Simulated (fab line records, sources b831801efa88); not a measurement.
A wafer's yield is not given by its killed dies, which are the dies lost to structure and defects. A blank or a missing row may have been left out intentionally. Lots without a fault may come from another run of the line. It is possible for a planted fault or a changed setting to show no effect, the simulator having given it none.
One fault seen from 2 desks || flow sky130 || each desk holds nothing but its own numbers, with what lay behind them at the end

== THE TOOL OWNER'S DESK: rtp-anneal-02 ==
Per lot that ran on this tool, the mean of the sampled wafers carrying a number, from the tool's own readings at SKY_SD_N_RTA_14 (time 2 s). The brackets show how far a lot's mean lies from the usual mean; more than 4 standard deviations puts the lot out of limits, marked OUT.
Columns: A = anneal-temp-c-max at SKY_SD_N_RTA_14, usual 1080.1; B = chamber-o2-ppm at SKY_SD_N_RTA_14, usual 1.999; C = lamp-power-pct at SKY_SD_N_RTA_14, usual 15.74 %; D = ramp-down-c-per-s at SKY_SD_N_RTA_14, usual 89.999; E = wafer_temp_C_max at SKY_SD_N_RTA_14, usual 1078.0
{"lot": "L109", "first seen here": "day 29 18:59", "A": 1080.6, "B": 2.003, "C": 15.76, "D": 89.988, "E": 1077.4}
{"lot": "L111", "first seen here": "day 30 08:27", "A": 1081.0, "B": 2.000, "C": 15.69, "D": 89.999, "E": 1078.0}
{"lot": "L113", "first seen here": "day 30 14:41", "A": 1081.8, "B": 2.008, "C": 15.72, "D": 89.987, "E": 1079.5}
{"lot": "L117", "first seen here": "day 30 15:47", "A": 1081.1, "B": 1.992, "C": 15.76, "D": 90.006, "E": 1078.9}
{"lot": "L121", "first seen here": "day 30 19:39", "A": 1080.7, "B": 1.978, "C": "14.76 (-17) OUT", "D": 89.994, "E": 1077.6}
{"lot": "L120", "first seen here": "day 30 23:02", "A": 1082.4, "B": 2.008, "C": "14.71 (-18) OUT", "D": 89.991, "E": 1078.2}
{"lot": "L128", "first seen here": "day 36 23:31", "A": 1082.1, "B": 1.982, "C": 15.74, "D": 89.987, "E": 1078.7}
{"lot": "L129", "first seen here": "day 37 02:29", "A": 1081.6, "B": 2.007, "C": 15.78, "D": 89.991, "E": 1078.2}
{"lot": "L131", "first seen here": "day 37 03:22", "A": 1080.7, "B": 2.003, "C": 15.74, "D": 90.003, "E": 1079.5}
{"lot": "L130", "first seen here": "day 37 05:44", "A": 1081.1, "B": 2.036, "C": 15.76, "D": 90.003, "E": 1077.9}
This desk's finding: out of limits on L120, L121; first on L121, day 30 19:39 (lamp-power-pct at SKY_SD_N_RTA_14). Within limits: L109, L111, L113, L117, L128, L129, L131, L130.

== AT THE METROLOGY DESK ==
What the gauges read for every lot (on any tool): the sampled wafers with a number, averaged. The brackets show how far a lot's mean lies from the usual mean; more than 4 standard deviations puts the lot out of limits, marked OUT.
Columns: A = cd-nm at SKY_SD_N_CD_MEAS_07, usual 380.0 nm; B = SD_N_OVL at SKY_SD_N_OVL_MEAS_08, usual 0.2 nm; C = SD_N_RS at SKY_SD_N_RS_MEAS_16, usual 68.52 ohm/sq; D = SD_P_RS at SKY_SD_N_RS_MEAS_17, usual 147.1 ohm/sq
{"lot": "L109", "first seen here": "day 29 18:19", "A": 380.4, "B": -0.2, "C": 68.42, "D": 147.0}
{"lot": "L111", "first seen here": "day 30 07:47", "A": 380.8, "B": 1.0, "C": 68.49, "D": 147.0}
{"lot": "L113", "first seen here": "day 30 14:01", "A": 378.0, "B": 0.6, "C": 68.55, "D": 146.9}
{"lot": "L117", "first seen here": "day 30 15:08", "A": 380.7, "B": 1.4, "C": 68.45, "D": 147.1}
{"lot": "L121", "first seen here": "day 30 19:01", "A": 374.9, "B": 0.5, "C": "73.07 (+41) OUT", "D": "174.2 (+71) OUT"}
{"lot": "L120", "first seen here": "day 30 22:23", "A": 378.6, "B": 1.4, "C": "73.04 (+41) OUT", "D": "174.1 (+71) OUT"}
{"lot": "L122", "first seen here": "day 36 05:23", "A": 378.6, "B": 0.1, "C": 68.56, "D": 147.4}
{"lot": "L128", "first seen here": "day 36 22:51", "A": 383.4, "B": -0.5, "C": 68.52, "D": 147.0}
{"lot": "L129", "first seen here": "day 37 01:52", "A": 379.0, "B": 2.0, "C": 68.73, "D": 147.8}
{"lot": "L131", "first seen here": "day 37 02:42", "A": 381.3, "B": 0.4, "C": 68.48, "D": 147.1}
{"lot": "L130", "first seen here": "day 37 05:04", "A": 380.6, "B": 0.2, "C": 68.41, "D": 146.8}
Finding of this desk: L120, L121 out of limits, first seen on L121 at day 30 19:51 (SD_N_RS at SKY_SD_N_RS_MEAS_16). Within limits: L109, L111, L113, L117, L122, L128, L129, L131, L130.

== BROUGHT TOGETHER ==
An alarm could have come from the tool owner's desk at day 30 19:39, on L120, L121.
L120, L121 would have let the metrology desk raise an alarm at day 30 19:51.
Of the lots named, all ran SKY_SD_N_RTA_14 on rtp-anneal-02.

== WHAT WAS PUT IN BY THE SIMULATOR ==
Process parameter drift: rtp-anneal-02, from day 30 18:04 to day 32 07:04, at SKY_SD_N_RTA_14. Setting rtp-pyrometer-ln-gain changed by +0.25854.
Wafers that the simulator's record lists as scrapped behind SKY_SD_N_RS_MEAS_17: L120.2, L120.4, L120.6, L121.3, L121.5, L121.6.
Shown lots that were struck: L120, L121.
Time in hours from fault onset to the first out-of-limits reading at each desk: tool owner's desk 2, metrology desk 2.
